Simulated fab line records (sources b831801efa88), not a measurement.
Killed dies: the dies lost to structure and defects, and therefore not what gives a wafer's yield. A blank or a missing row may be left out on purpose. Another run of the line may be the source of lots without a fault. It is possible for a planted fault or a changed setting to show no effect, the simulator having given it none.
Comparing a struck lot with a sound one || flow sky130 || 17 out of 708 route steps
Sound: the wafers L209.1, L209.2, L209.5. Struck: wafer L225.4 (L225.1, L225.6, from the same lot, were not struck and are left out); the cause is given at the end.
Each step with rows lists, per side, the tool, then ch with its chambers, then its first start. Under that, the readings that differ: sound wafers || struck wafers || difference of the means || sigmas: that difference in standard deviations of wafers without a fault.
alike: readings with means less than 2 such deviations apart, plus words and numbers identical on both sides. not compared: withheld readings, readings lacking a value on some wafer, bounds such as >300 that could conceal the same value, and numbers that have no deviation in the record and whose values overlap.
Wherever a step has rows on one side only, a row that says differs or no value, or a row with sigmas, the two part there. Numbers that don't overlap but have no deviation are shown without sigmas and don't part them. Lack of a reading on every wafer of one side parts them only where that side has two or more wafers.

first, 2 steps without rows for these wafers: SKY_LOCAL_INTERCONNECT_PEB_09; SKY_LOCAL_INTERCONNECT_DEVELOP_10 (develop time 60 s).
SKY_LOCAL_INTERCONNECT_CD_MEAS_11: target cd 170 nm.
  sound: cd_sem-02 at day 31 03:14; struck: cd_sem-01 at day 36 04:31
  alike: cd_nm
SKY_LOCAL_INTERCONNECT_OVL_MEAS_12:
  sound: overlay-02 at day 31 03:21; struck: overlay-01 at day 36 04:38
  alike: LOCAL_INTERCONNECT_OVL
SKY_LOCAL_INTERCONNECT_ETCH_13: etches BARC in N2/H2, stops on SiO2, time 45.9 s, target depth 60 nm.
  sound on rie_metal-01 ch 0,1, day 31 03:23; struck on rie_metal-03 ch 0, day 36 04:40
  alike: bias_w, drypump_motor_current_A, oes_product_au, throttle_valve_pct
  not compared: rf_hours_counter_h
SKY_LOCAL_INTERCONNECT_METAL_ETCH_14: etches TiN in Cl2/BCl3, stops on PSG, target depth 110 nm, time 31.4 s.
  sound on rie_metal-01 ch 0,1, day 31 03:27; struck on rie_metal-03 ch 0, day 36 04:44
  alike: bcl3_flow_sccm, bias_w, drypump_motor_current_A, oes_product_au, throttle_valve_pct
  not compared: rf_hours_counter_h
SKY_LOCAL_INTERCONNECT_STRIP_15: strips in O2/N2.
  sound on plasma_asher-01 ch 0,1, day 31 03:31; struck on plasma_asher-01 ch 1, day 36 04:47
{"reading": "strip_time_to_endpoint_s (s)", "sound": "4.749 4.725 4.726", "struck": 4.675, "difference": -0.058, "sigmas": -3}
  alike: drypump_motor_current_A, oes_product_au
  not compared: rf_hours_counter_h
then, 3 steps without rows for these wafers: SKY_LOCAL_INTERCONNECT_STRIP_16 (strips in post etch residue remover, time 1200 s); SKY_LOCAL_INTERCONNECT_CLEAN_17 (cleans in IPA, time 180 s); SKY_LOCAL_INTERCONNECT_CLEAN_18 (cleans in O3/DIW).
SKY_CONTACT_CVD_00: deposits Si3N4, target thk 75 nm.
  sound on pecvd-04 ch 0,1,2, day 31 04:10; struck on pecvd-04 ch 2, day 36 05:26
  alike: heater_power_w
SKY_CONTACT_THK_MEAS_01:
  sound: film_metro-02 at day 31 04:12; struck: film_metro-02 at day 36 05:28
  alike: CONTACT_CVD_00_THK
SKY_CONTACT_HDPCVD_02: deposits SiO2, target thk 565 nm, time 94.2 s.
  sound on hdpcvd-01 ch 0,1, day 31 04:16; struck on hdpcvd-02 ch 0, day 36 05:31
{"reading": "sih4_flow_sccm (sccm)", "sound": "59.88 60.08 60.15", "struck": 71.66, "difference": "+11.62", "sigmas": "+68"}
{"reading": "model.SiO2_of_CONTACT_HDPCVD_02.thk_nm (nm)", "sound": "569.4 551 573.1", "struck": 670.8, "difference": "+106.3", "sigmas": ""}
SKY_CONTACT_THK_MEAS_03:
  sound: film_metro-02 at day 31 04:19; struck: film_metro-04 at day 36 05:49
{"reading": "CONTACT_HDPCVD_THK (nm)", "sound": "570 550 573", "struck": 671, "difference": "+107", "sigmas": "+18"}
  not compared: hold
SKY_CONTACT_CMP_04: polishes SiO2.
  sound on cmp-01 ch 2,3, day 31 04:26; struck on cmp-02 ch 2, day 36 07:26
{"reading": "hold", "sound": "- - -", "struck": "await_dispo/1.5h/release", "difference": "no value on the sound wafers", "sigmas": ""}
{"reading": "time_to_endpoint_s (s)", "sound": "86 76 85", "struck": 117, "difference": "+35", "sigmas": "+8"}
  alike: motor_current_A
SKY_CONTACT_BOW_MEAS_05:
  sound: film_metro-04 at day 31 04:41; struck: film_metro-04 at day 36 07:38
  alike: CONTACT_BOW
-- the record jumps here: 14 days lie between the struck wafers' starts before and after (it left off in module CONTACT and takes up again in module PAD_OPEN, whose first step shown is number 708 of the route) --
SKY_PAD_OPEN_PROBE_99:
  sound: prober-02 at day 46 08:22; struck: prober-01 at day 50 01:13
  alike: killed_at_M0_to_M3, killed_at_M4_up, killed_at_contacts, killed_at_front_end, killed_at_other, killed_dies, killed_open, killed_short

== WHERE THEY PART ==
At SKY_LOCAL_INTERCONNECT_STRIP_15 first; at SKY_CONTACT_CMP_04 last (within this record only). Later steps at which nothing parts them and some readings are alike: SKY_CONTACT_BOW_MEAS_05, SKY_PAD_OPEN_PROBE_99.

WHY: what the simulator had put in
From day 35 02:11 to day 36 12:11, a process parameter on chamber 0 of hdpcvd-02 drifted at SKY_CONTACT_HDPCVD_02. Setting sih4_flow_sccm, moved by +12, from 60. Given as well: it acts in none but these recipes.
